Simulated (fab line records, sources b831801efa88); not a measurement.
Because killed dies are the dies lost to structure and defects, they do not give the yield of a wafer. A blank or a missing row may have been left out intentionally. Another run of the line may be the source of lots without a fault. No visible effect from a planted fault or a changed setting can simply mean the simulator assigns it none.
Chamber matching | flow sfq-line | cmp-02 running SFQ_TRILAYER_I0_CMP_CMP_028: 4 sister chambers
The step polishes SiO2. 18 wafers are shown with their chamber, then 9 later ones without.

## EACH WAFER AND ITS CHAMBER
wafer  | chamber | motor-current-A (A) | time-to-endpoint-s (s)
L907.4 | 1       | 10.4                | 211
L907.3 | 3       | 11.6                | 204
L907.6 | 0       | 9.6                 | 217
L908.3 | 1       | 11.5                | 204
L908.5 | 0       | 9.8                 | 201
L908.6 | 3       | 11.8                | 218
L910.3 | 3       | 12.4                | 208
L910.4 | 2       | 10.1                | 216
L910.2 | 1       | 11.5                | 205
L911.4 | 3       | 12.5                | 216
L911.5 | 3       | 12.7                | 222
L911.6 | 0       | 9.9                 | 207
L913.1 | 2       | 10.6                | 205
L913.4 | 3       | 12.5                | 202
L913.6 | 2       | 10.5                | 202
L917.1 | 1       | 11.3                | 228
L917.3 | 0       | 9.8                 | 199
L917.6 | 2       | 11.0                | 234

SIGNATURES, as means of the wafers listed above
reading            | chamber 0 | chamber 1 | chamber 2 | chamber 3 | scatter within a chamber
motor-current-A    | 9.775     | 11.175    | 10.550    | 12.250    | 0.402
time-to-endpoint-s | 206.00    | 212.00    | 214.25    | 211.67    | 10.4
Rule: distance of a wafer from a chamber = root of the sum over the readings of ((wafer's reading minus chamber's mean) / reading's scatter) squared. If the next closest chamber is less than 2 further off than the closest, the wafer can't be placed; otherwise it belongs to the closest. How the scatter is found: for the shown wafers, subtract from each reading the mean of its chamber, square and add these, divide the total by (wafers less chambers), then take the root.

## WAFERS WITH NO CHAMBER GIVEN
wafer  | motor-current-A (A) | time-to-endpoint-s (s)
L922.4 | 10.4                | 219
L922.5 | 10.0                | 220
L922.6 | 11.1                | 217
L926.1 | 11.1                | 213
L926.3 | 10.8                | 217
L926.4 | 11.4                | 218
L929.4 | 11.2                | 224
L929.5 | 10.0                | 212
L929.6 | 11.3                | 219

## EACH ONE'S CHAMBER
wafer  | from the rows above          | in truth
L922.4 | can't be placed: 2 or 0 or 1 | 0
L922.5 | can't be placed: 0 or 2 or 1 | 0
L922.6 | can't be placed: 1 or 2      | 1
L926.1 | can't be placed: 1 or 2      | 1
L926.3 | can't be placed: 2 or 1      | 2
L926.4 | can't be placed: 1 or 2 or 3 | 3
L929.4 | can't be placed: 1 or 2 or 3 | 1
L929.5 | can't be placed: 0 or 2      | 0
L929.6 | can't be placed: 1 or 2 or 3 | 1
0 of 9 placed correctly. Cannot be placed on the basis of these rows: 9; the candidates contain the true chamber in 9. Number placed wrongly: 0.
